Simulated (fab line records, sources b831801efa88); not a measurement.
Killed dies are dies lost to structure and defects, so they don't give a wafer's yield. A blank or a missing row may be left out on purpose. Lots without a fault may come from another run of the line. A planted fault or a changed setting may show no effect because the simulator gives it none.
Chamber matching | flow gf180mcu | GF_STI_ETCH_14 on rie_si-02: 4 sister chambers
The step etches Si in HBr/Cl2/O2, target depth 360 nm, time 102.9 s. 4 wafers are shown with their chamber, then 7 later ones without.

WAFERS WITH THEIR CHAMBER
wafer  | chamber | drypump_motor_current_A (A)
L499.4 | 3       | 5.9
L503.6 | 2       | 5.8
L509.1 | 1       | 4.9
L509.2 | 0       | 5.3

WAFERS WITHOUT THEIR CHAMBER
wafer  | drypump_motor_current_A (A)
L509.4 | 5.9
L511.1 | 5.0
L511.2 | 5.3
L511.6 | 4.9
L513.1 | 5.8
L513.4 | 5.3
L513.5 | 5.8

WHICH CHAMBER EACH WENT THROUGH
wafer  | from the rows above | in truth
L509.4 | 3                   | 3
L511.1 | 1                   | 1
L511.2 | 0                   | 0
L511.6 | 1                   | 1
L513.1 | 2                   | 2
L513.4 | 0                   | 0
L513.5 | 2                   | 2
Placed correctly: 7 of 7. Can't be placed from these rows: 0. Placed wrongly: 0.
How it was worked out, from the rows above alone: a wafer's distance from a chamber is the root of the sum, over the readings, of the square of ((its reading less the chamber's mean) divided by the reading's scatter). The wafer belongs to the nearest chamber; if the next one is less than 2 further off, it can't be placed. A chamber's mean is the mean of its shown wafers. The scatter: with one shown wafer a chamber, the root of the mean of the squares of how far each hidden wafer lies from its nearest shown one.
